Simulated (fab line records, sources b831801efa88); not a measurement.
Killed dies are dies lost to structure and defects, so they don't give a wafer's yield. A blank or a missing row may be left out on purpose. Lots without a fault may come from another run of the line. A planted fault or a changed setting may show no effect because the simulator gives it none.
Chamber matching | flow gf180mcu | GF_POLY_GATE_ETCH_13 on rie_si-02: 4 sister chambers
The step etches poly-Si in HBr/Cl2, stops on SiO2, target depth 198.5 nm, time 69.6 s. 4 wafers are shown with their chamber, then 8 later ones without.

WAFERS WITH THEIR CHAMBER
wafer  | chamber | drypump_motor_current_A (A)
L134.6 | 3       | 5.1
L137.3 | 2       | 5.2
L137.5 | 0       | 5.8
L139.3 | 1       | 5.4

WAFERS WITHOUT THEIR CHAMBER
wafer  | drypump_motor_current_A (A)
L139.4 | 5.8
L139.6 | 5.2
L142.4 | 5.5
L142.5 | 5.8
L142.6 | 5.1
L144.3 | 5.2
L144.5 | 5.5
L144.6 | 5.8

WHICH CHAMBER EACH WENT THROUGH
wafer  | from the rows above | in truth
L139.4 | 0                   | 0
L139.6 | 2                   | 2
L142.4 | 1                   | 1
L142.5 | 0                   | 0
L142.6 | 3                   | 3
L144.3 | 2                   | 2
L144.5 | 1                   | 1
L144.6 | 0                   | 0
Placed correctly: 8 of 8. Can't be placed from these rows: 0. Placed wrongly: 0.
How it was worked out, from the rows above alone: a wafer's distance from a chamber is the root of the sum, over the readings, of the square of ((its reading less the chamber's mean) divided by the reading's scatter). The wafer belongs to the nearest chamber; if the next one is less than 2 further off, it can't be placed. A chamber's mean is the mean of its shown wafers. The scatter: with one shown wafer a chamber, the root of the mean of the squares of how far each hidden wafer lies from its nearest shown one.
